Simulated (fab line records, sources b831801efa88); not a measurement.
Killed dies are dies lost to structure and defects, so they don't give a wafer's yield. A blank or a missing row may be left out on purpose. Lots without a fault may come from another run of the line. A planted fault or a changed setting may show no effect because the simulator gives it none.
Problem report in the 8D (eight disciplines) form, filled by code | flow gf180mcu | the parts of the form that need people (team, actions taken, sign-off) are left out

1. THE PROBLEM
SALICIDE_TIN_RS at GF_SALICIDE_RS_MEAS_04 reads a mean of 18.1 ohm/sq on 2 wafers of 2 lots; wafers without a fault read 16.3 ohm/sq with a standard deviation of 0.37. That is +5.0 standard deviations from the usual mean.
The step: measures by four-point-probe.
First seen on wafer L866.4, day 20 19:36, on film_metro-04. The record holds 18 wafers of 6 lots with a number at this step. Rule for "out", or "out of limits": more than 4 standard deviations from the usual mean. The other wafers with a number count as sound.

2. WHAT IT IS AND WHAT IT IS NOT
question                    | is                | is not
which readings at this step | SALICIDE_TIN_RS   | -
which lots                  | L866, L867        | L858, L860, L869, L874
which wafers of those lots  | L866.4, L867.1    | L866.1, L866.2, L867.3, L867.6
read on which gauges        | film_metro-04     | film_metro-02, film_metro-03
when                        | from day 20 19:36 | up to then (8 sound wafers); but 8 sound wafers of L867, L869, L874 came after

3. SUSPECTS, AND WHAT RULES EACH OUT
Counting: a tool at a process step up to the reading stays a suspect if it ran every lot that is out. Sound lots after the first of them don't rule it out here, since some wafers of a struck lot are sound.
- the gauge at GF_SALICIDE_RS_MEAS_04: kept. All the wafers that are out were read on film_metro-04, and no step on other tools shows them out.
- plasma_asher-04 at GF_SAB_STRIP_13 (strips in O2/N2): kept. It ran every lot that is out, first L866 (day 20 19:22); its last sound lot up to then is L860 (day 18 12:09).
- pvd_sputter-03 at GF_SALICIDE_SPUTTER_02 (material Co, target thk 10 nm, time 20 s): kept. It ran every lot that is out, first L866 (day 20 19:33); its last sound lot up to then is L860 (day 18 12:18).
- pvd_sputter-03 at GF_SALICIDE_SPUTTER_03 (material TiN, target thk 20 nm, time 16.7 s): kept. It ran every lot that is out, first L866 (day 20 19:34); its last sound lot up to then is L860 (day 18 12:20).
Left after counting: plasma_asher-04 at GF_SAB_STRIP_13, pvd_sputter-03 at GF_SALICIDE_SPUTTER_02, pvd_sputter-03 at GF_SALICIDE_SPUTTER_03, film_metro-04 at GF_SALICIDE_RS_MEAS_04.

4. THE CAUSE (what the simulator had put in)
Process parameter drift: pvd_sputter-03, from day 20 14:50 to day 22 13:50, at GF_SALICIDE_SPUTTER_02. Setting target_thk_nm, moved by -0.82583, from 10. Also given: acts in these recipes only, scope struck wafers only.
Counting left 4 suspects, and this tool is among them.

5. THE CHAIN OF EFFECTS, in route order
Each row: a reading whose mean over the struck wafers that have a number lies more than 3 standard deviations from the usual. Only readings for which the record gives a usual standard deviation are gone through. hours: the time from each lot's start at the first step in this table that gives one to its start at this step, as a median over the lots. sigmas: the change in usual standard deviations.
hours | step                   | reading         | usual       | on struck wafers | change | sigmas
0     | GF_SALICIDE_RS_MEAS_04 | SALICIDE_TIN_RS | 16.3 ohm/sq | 18.1             | +1.8   | +5.0
Later measuring or inspecting steps at which every struck wafer that the step has a row for has a number for every such reading, and none has moved that far: GF_SALICIDE_THK_MEAS_05.

6. WHAT WOULD HAVE CAUGHT IT SOONER
In this record the first reading out of limits at a measuring or inspecting step was taken at day 20 19:36, 5 hours after the fault began at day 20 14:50.
Of the tool readings at GF_SALICIDE_SPUTTER_02 for which the record gives a usual standard deviation, none was out on any struck wafer, so an alarm limit of 4 standard deviations on them would not have fired.
Of the lots that are out (2), L867 began GF_SALICIDE_SPUTTER_02 on pvd_sputter-03 after day 20 19:36. A hold on the tool at that time would have spared it.
